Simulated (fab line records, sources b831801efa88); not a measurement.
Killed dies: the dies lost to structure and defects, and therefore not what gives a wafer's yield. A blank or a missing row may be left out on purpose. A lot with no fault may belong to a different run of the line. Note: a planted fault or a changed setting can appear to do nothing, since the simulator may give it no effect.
Matching of chambers :: flow gf180mcu :: GF_STI_CMP_25 on cmp-01: 4 sister chambers
The step polishes, stops on Si3N4, t overpolish 33 s, target thk 524.6 nm. 4 wafers are shown with their chamber, then 7 later ones without.

== WAFERS, EACH WITH ITS CHAMBER ==
wafer: L620.3
chamber: 1
motorCurrentA (A): 10.8

wafer: L620.6
chamber: 0
motorCurrentA (A): 10.8

wafer: L623.1
chamber: 3
motorCurrentA (A): 15.1

wafer: L623.2
chamber: 2
motorCurrentA (A): 14.5

== WAFERS WITH NO CHAMBER GIVEN ==
wafer: L623.4
motorCurrentA (A): 11.0

wafer: L624.1
motorCurrentA (A): 14.9

wafer: L624.3
motorCurrentA (A): 11.3

wafer: L624.5
motorCurrentA (A): 15.1

wafer: L627.2
motorCurrentA (A): 13.9

wafer: L627.4
motorCurrentA (A): 15.0

wafer: L627.5
motorCurrentA (A): 14.4

== WHICH CHAMBER EACH ONE RAN IN ==
wafer: L623.4
from the rows above: can't be placed: 0 or 1
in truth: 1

wafer: L624.1
from the rows above: can't be placed: 3 or 2
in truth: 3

wafer: L624.3
from the rows above: can't be placed: 0 or 1
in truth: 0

wafer: L624.5
from the rows above: can't be placed: 3 or 2
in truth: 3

wafer: L627.2
from the rows above: can't be placed: 2 or 3
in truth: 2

wafer: L627.4
from the rows above: can't be placed: 3 or 2
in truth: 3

wafer: L627.5
from the rows above: can't be placed: 2 or 3
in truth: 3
0 of 7 placed correctly. Cannot be placed on the basis of these rows: 7; the candidates contain the true chamber in 7. Wrongly placed: 0.
How it was worked out, from the rows above alone: a wafer's distance from a chamber is the root of the sum, over the readings, of the square of ((its reading less the chamber's mean) divided by the reading's scatter). The wafer belongs to the nearest chamber; if the next one is less than 2 further off, it can't be placed. The mean given for a chamber averages the wafers shown for that chamber. The scatter: with one shown wafer a chamber, the root of the mean of the squares of how far each hidden wafer lies from its nearest shown one.
